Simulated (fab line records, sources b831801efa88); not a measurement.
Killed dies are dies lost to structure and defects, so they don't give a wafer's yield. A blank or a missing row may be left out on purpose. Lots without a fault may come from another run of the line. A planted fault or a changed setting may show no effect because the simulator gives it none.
fab line records | flow gf180mcu
record lots=14 wafers=42 last_day=34
route steps=602 shown STI@16 MVSD@70 VT_IMPLANT@130 HV_LDD@207
lots that met no fault: from a run of the same line without faults
start_h: hours from the record's first day to the start of the lot's first wafer shown | wait_h: hours since the lot's step before | " the same as in the row above | L1.1+2: a row that stands for several wafers | - no value, or no start given | * or withheld: withheld | < > ~ a bound
route shown NAME@n: a module of which the file shows steps, and the number in the route of the first | usual: mean/standard deviation of fault-free wafers | same: alike in all rows | chamber/n: place in a boat | sites: the reading at each site | _std_site: their standard deviation | _edge_site: outer sites' mean less inner sites' | radius_mm: how far each site lies from the wafer's centre | mask NAME#n: copy n | behind: the tool/chamber that last shaped the wafer | hold: why the lot was held/for how many hours/how that ended | device: the transistor (n, p or np) that didn't switch | end of line: the same wafers' tests at the end of the route | a step without rows: its recipe alone | killed: dies lost to structure and defects at the first sort, not the wafer's yield | map: a wafer's dies, x killed, . not, _ none there
set.NAME: the setting as run; set.NAME@STEP: as run at that earlier step | model.NAME: the simulator's own value behind a step, which no gauge read
steps of the route over a sample of lots; a table a step, a row a wafer
services: from which hour (start_h, from the record's first day; less than 0 if before it) a tool's chamber was out of use, for how many hours, and why
## steps
# step GF_STI_STRIP_15
# recipe chemistry=O2/N2 power_w=1400 pressure_mtorr=1500 platen_temp_c=250 o2_flow_sccm=3000 n2_flow_sccm=300 overash_fraction=0.5
# usual drypump_motor_current_A=5.7/0.44 heater_power_w=298/15 o2_flow_sccm=2999/8.9 oes_product_au=0.384/0.0046 strip_time_to_endpoint_s=3.74/0.04
# columns lot.wafer tool chamber start_h wait_h drypump_motor_current_A heater_power_w o2_flow_sccm oes_product_au rf_hours_counter_h strip_time_to_endpoint_s
L227.1 plasma_asher-02 1 35.10 0.0 6.1 285 2993 0.385 34 3.73
L227.3 " 1 " " 6.1 279 2996 0.384 - 3.72
L227.5 " 1 " " 6.1 286 2993 0.385 - 3.73
L228.4 plasma_asher-02 1 40.71 0.1 6.1 292 3018 0.392 - 3.76
L228.5 " 0 " " 5.4 300 3007 0.381 - 3.79
L228.6 " 1 " " 6.1 290 3012 0.386 - 3.73
L229.2 plasma_asher-02 0 46.95 0.0 5.3 300 3021 0.391 35 3.74
L229.3 " 1 " " 6.1 287 3001 0.378 - 3.76
L229.4 " 0 " " 5.3 296 3007 0.383 - 3.73
L230.1 plasma_asher-04 0 51.63 0.0 4.9 323 2996 0.389 27 3.83
L230.4 " 1 " " 5.7 298 2981 0.377 - 3.84
L230.6 " 0 " " 4.9 329 3007 0.390 - 3.79
L231.3 plasma_asher-01 0 56.40 0.1 6.1 319 2998 0.381 - 3.73
L231.4 " 1 " " 6.2 282 3004 0.386 - 3.78
L231.6 " 1 " " 6.2 286 2995 0.386 - 3.76
L233.3 plasma_asher-01 1 69.00 0.1 6.2 285 3013 0.377 - 3.67
L233.4 " 0 " " 6.1 315 2993 0.385 - 3.75
L233.6 " 0 " " 6.1 314 2993 0.379 - 3.69
L234.1 plasma_asher-01 0 71.75 0.0 6.1 314 2985 0.372 43 3.71
L234.5 " 1 " " 6.2 276 3005 0.394 - 3.76
L234.6 " 0 " " 6.1 315 2989 0.384 - 3.70
L235.1 plasma_asher-01 0 77.95 0.0 6.1 314 3014 0.385 44 3.76
L235.2 " 1 " " 6.2 284 2993 0.379 44 3.74
L235.6 " 1 " " 6.2 281 3009 0.392 - 3.77
L236.1 plasma_asher-02 1 82.23 0.0 6.1 282 2996 0.389 38 3.76
L236.4 " 0 " " 5.3 300 3000 0.384 - 3.74
L236.6 " 1 " " 6.1 289 2995 0.384 - 3.78
L239.1 plasma_asher-02 1 97.48 0.0 6.1 288 2993 0.384 40 3.72
L239.4 " 1 " " 6.1 289 2996 0.390 - 3.75
L239.5 " 1 " " 6.1 279 3006 0.387 - 3.82
L240.2 plasma_asher-04 0 104.02 0.0 4.9 321 2995 0.388 33 3.78
L240.3 " 1 " " 5.8 296 3007 0.387 - 3.75
L240.5 " 0 " " 4.9 330 3002 0.397 - 3.81
L243.2 plasma_asher-02 0 119.02 0.0 5.3 285 3004 0.382 0 3.68
L243.3 " 0 " " 5.4 287 3005 0.384 - 3.72
L243.4 " 1 " " 6.0 289 3004 0.382 - 3.71
L245.1 plasma_asher-04 0 128.80 0.0 4.9 321 3000 0.393 36 3.73
L245.2 " 1 " " 5.8 292 2995 0.387 36 3.74
L245.4 " 0 " " 4.9 322 2992 0.378 - 3.75
L248.1 plasma_asher-02 1 144.38 0.0 6.1 284 3007 0.384 3 3.71
L248.2 " 0 " " 5.4 283 3014 0.376 3 3.67
L248.3 " 0 " " 5.4 283 2996 0.380 - 3.72
# step GF_MVSD_EXPOSE_04
# recipe mask_id=MVSD target_cd_nm=1000 na=0.6 source_shape=conventional sigma_outer=0.6 dose_mj=260
# usual exposure_dose_mJ_cm2=260.01/0.25 focus_offset_nm=0.0/0.51 reticle_temp_C=22.99/0.11
# columns lot.wafer tool chamber start_h wait_h mask exposure_dose_mJ_cm2 focus_offset_nm reticle_temp_C
L227.1 iline_stepper-02 0 87.08 - MVSD#0 259.76 0.2 22.86
L227.3 " 0 " " MVSD#0 260.06 -0.6 22.99
L227.5 " 0 " " MVSD#0 260.02 1.0 23.05
L228.4 iline_stepper-02 0 91.63 - MVSD#0 260.12 -0.2 22.85
L228.5 " 0 " " MVSD#0 260.23 0.3 22.94
L228.6 " 0 " " MVSD#0 260.19 -0.6 23.00
L229.2 iline_stepper-01 0 99.79 - MVSD#0 260.72 -0.2 23.18
L229.3 " 0 " " MVSD#0 260.20 -0.4 22.83
L229.4 " 0 " " MVSD#0 260.48 0.1 22.94
L230.1 iline_stepper-01 0 105.00 - MVSD#0 259.74 -0.5 22.96
L230.4 " 0 " " MVSD#0 260.02 -0.5 23.07
L230.6 " 0 " " MVSD#0 259.55 -1.0 23.06
L231.3 iline_stepper-02 0 109.22 - MVSD#0 259.55 -0.3 23.02
L231.4 " 0 " " MVSD#0 259.71 0.4 23.17
L231.6 " 0 " " MVSD#0 259.62 -0.4 22.94
L233.3 iline_stepper-02 0 123.00 - MVSD#0 260.21 0.0 23.21
L233.4 " 0 " " MVSD#0 260.54 -0.3 23.01
L233.6 " 0 " " MVSD#0 260.26 -0.5 23.11
L234.1 iline_stepper-01 0 125.82 - MVSD#0 260.05 0.0 23.00
L234.5 " 0 " " MVSD#0 259.75 0.3 22.91
L234.6 " 0 " " MVSD#0 260.11 0.3 22.93
L235.1 iline_stepper-02 0 132.72 - MVSD#0 260.22 -0.2 22.85
L235.2 " 0 " " MVSD#0 260.14 0.5 22.84
L235.6 " 0 " " MVSD#0 260.07 -1.0 22.86
L236.1 iline_stepper-02 0 138.26 - MVSD#0 260.30 0.2 22.93
L236.4 " 0 " " MVSD#0 260.14 0.4 23.01
L236.6 " 0 " " MVSD#0 260.17 -0.2 22.91
L239.1 iline_stepper-02 - 155.45 - MVSD#0 - - -
L239.4 " - " " MVSD#0 - - -
L239.5 " - " " MVSD#0 - - -
L240.2 iline_stepper-01 - 162.49 - MVSD#0 - - -
L240.3 " - " " MVSD#0 - - -
L240.5 " - " " MVSD#0 - - -
L243.2 iline_stepper-02 0 177.23 - MVSD#0 260.17 0.1 22.89
L243.3 " 0 " " MVSD#0 259.96 -0.2 22.96
L243.4 " 0 " " MVSD#0 259.73 0.5 22.99
L245.1 iline_stepper-01 0 189.72 - MVSD#0 259.65 0.7 22.89
L245.2 " 0 " " MVSD#0 259.47 0.3 23.04
L245.4 " 0 " " MVSD#0 260.06 0.4 22.85
L248.1 iline_stepper-01 0 209.02 - MVSD#0 259.83 0.1 23.07
L248.2 " 0 " " MVSD#0 260.07 0.1 23.14
L248.3 " 0 " " MVSD#0 259.73 0.3 23.21
# step GF_VT_IMPLANT_OVL_MEAS_40
# usual VT_IMPLANT_03_OVL=1.8/1.2
# columns lot.wafer tool chamber start_h wait_h VT_IMPLANT_03_OVL[nm]
L227.1 overlay-02 - 170.32 0.1 3.2
L227.3 " - " " -1.0
L227.5 " - " " 0.5
L228.4 overlay-01 - 176.09 0.1 -0.3
L228.5 " - " " 0.2
L228.6 " - " " 2.0
L229.2 overlay-02 - 185.63 0.1 2.9
L229.3 " - " " 0.8
L229.4 " - " " 2.9
L230.1 overlay-02 - 191.36 0.1 0.7
L230.4 " - " " 1.6
L230.6 " - " " 1.8
L231.3 overlay-02 - 197.37 0.1 1.3
L231.4 " - " " 1.1
L231.6 " - " " 0.9
L233.3 overlay-02 - 211.94 0.1 3.0
L233.4 " - " " 3.7
L233.6 " - " " 3.0
L234.1 overlay-01 - 216.92 0.1 1.9
L234.5 " - " " 3.6
L234.6 " - " " 2.4
L235.1 overlay-01 - 225.01 0.1 -0.2
L235.2 " - " " 1.7
L235.6 " - " " 1.4
L236.1 overlay-02 - 230.82 0.1 1.8
L236.4 " - " " -0.2
L236.6 " - " " 0.7
L239.1 overlay-01 - 252.42 0.1 2.0
L239.4 " - " " 0.7
L239.5 " - " " 2.0
L240.2 overlay-02 - 258.61 0.1 1.7
L240.3 " - " " 1.3
L240.5 " - " " 0.2
L243.2 overlay-02 - 276.63 0.1 1.2
L243.3 " - " " 1.8
L243.4 " - " " 1.0
L245.1 overlay-01 - 291.81 0.1 -0.4
L245.2 " - " " 2.3
L245.4 " - " " -0.7
L248.1 overlay-02 - 313.61 0.1 2.4
L248.2 " - " " 2.1
L248.3 " - " " 4.2
# step GF_HV_LDD_CD_MEAS_31
# recipe target_cd_nm=400
# usual cd_nm=400.0/1.9
# columns lot.wafer tool chamber start_h wait_h cd_nm
L227.1 cd_sem-01 - 267.62 0.1 400.1
L227.3 " - " " 401.7
L227.5 " - " " 398.5
L228.4 cd_sem-01 - 273.43 0.1 398.4
L228.5 " - " " 400.5
L228.6 " - " " 400.0
L229.2 cd_sem-01 - 287.51 0.1 402.1
L229.3 " - " " 404.0
L229.4 " - " " 401.8
L230.1 cd_sem-01 - 294.37 0.1 401.5
L230.4 " - " " 401.1
L230.6 " - " " 401.5
L231.3 cd_sem-01 - 301.46 0.1 400.7
L231.4 " - " " 399.7
L231.6 " - " " 399.8
L233.3 cd_sem-02 - 317.13 0.1 402.6
L233.4 " - " " 404.4
L233.6 " - " " 404.1
L234.1 cd_sem-02 - 323.87 0.1 398.2
L234.5 " - " " 397.1
L234.6 " - " " 398.9
L235.1 cd_sem-01 - 331.87 0.1 398.2
L235.2 " - " " 398.0
L235.6 " - " " 400.1
L236.1 cd_sem-02 - 337.32 0.1 401.4
L236.4 " - " " 401.1
L236.6 " - " " 400.3
L239.1 cd_sem-01 - 364.17 0.1 402.3
L239.4 " - " " 401.3
L239.5 " - " " 403.3
L240.2 cd_sem-01 - 369.39 0.1 396.6
L240.3 " - " " 397.9
L240.5 " - " " 397.0
L243.2 cd_sem-02 - 392.01 0.1 399.9
L243.3 " - " " 400.5
L243.4 " - " " 402.1
L245.1 cd_sem-01 - 408.69 0.1 399.0
L245.2 " - " " 399.0
L245.4 " - " " 401.8
L248.1 cd_sem-02 - 436.59 0.1 400.0
L248.2 " - " " 401.0
L248.3 " - " " 401.3
## services
# columns tool chamber start_h hours kind
plasma_asher-01 - 21.97 4.3 pm
plasma_asher-01 - 29.01 1.7 repair
plasma_asher-01 - 46.19 0.8 repair
iline_stepper-02 - 65.52 8.0 repair
iline_stepper-01 - 84.21 1.7 pm
iline_stepper-02 - 98.08 1.7 pm
iline_stepper-02 - 100.99 2.9 repair
plasma_asher-02 - 108.75 9.0 pm
plasma_asher-02 0 108.75 9.0 vent_cycle
plasma_asher-02 1 108.75 9.0 vent_cycle
plasma_asher-02 0 117.75 - clean
plasma_asher-02 1 117.75 - clean
iline_stepper-01 0 196.25 - calibration
iline_stepper-02 - 208.28 5.4 repair
## key
first_sign step=GF_MVSD_EXPOSE_04 reading=tool_record direction=missing
effect none on later readings
met_at GF_MVSD_EXPOSE_04
struck_lots L239,L240
sort_left_out L239.1,L239.4,L239.5,L240.2,L240.3,L240.5
tester_left_out L239,L240
not_acting_at GF_STI_STRIP_15,GF_VT_IMPLANT_OVL_MEAS_40,GF_HV_LDD_CD_MEAS_31
onset_between 138.26 155.45
fault kind=skipped_step_whole tool=iline_stepper-01,iline_stepper-02 chamber=- onset_h=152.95 steps=GF_MVSD_EXPOSE_04 scope=struck_lots_only
# tester_left_out: of these lots the tester's yield and bins aren't shown, on N5 and GAA mostly nor the transistor test; their killed dies are dies lost to structure and defects alone, not to doping, threshold or leakage, so they don't give the yield
# sort_left_out: the simulated sort isn't trusted on such a fault, so these wafers' sort isn't shown, and their yield isn't known
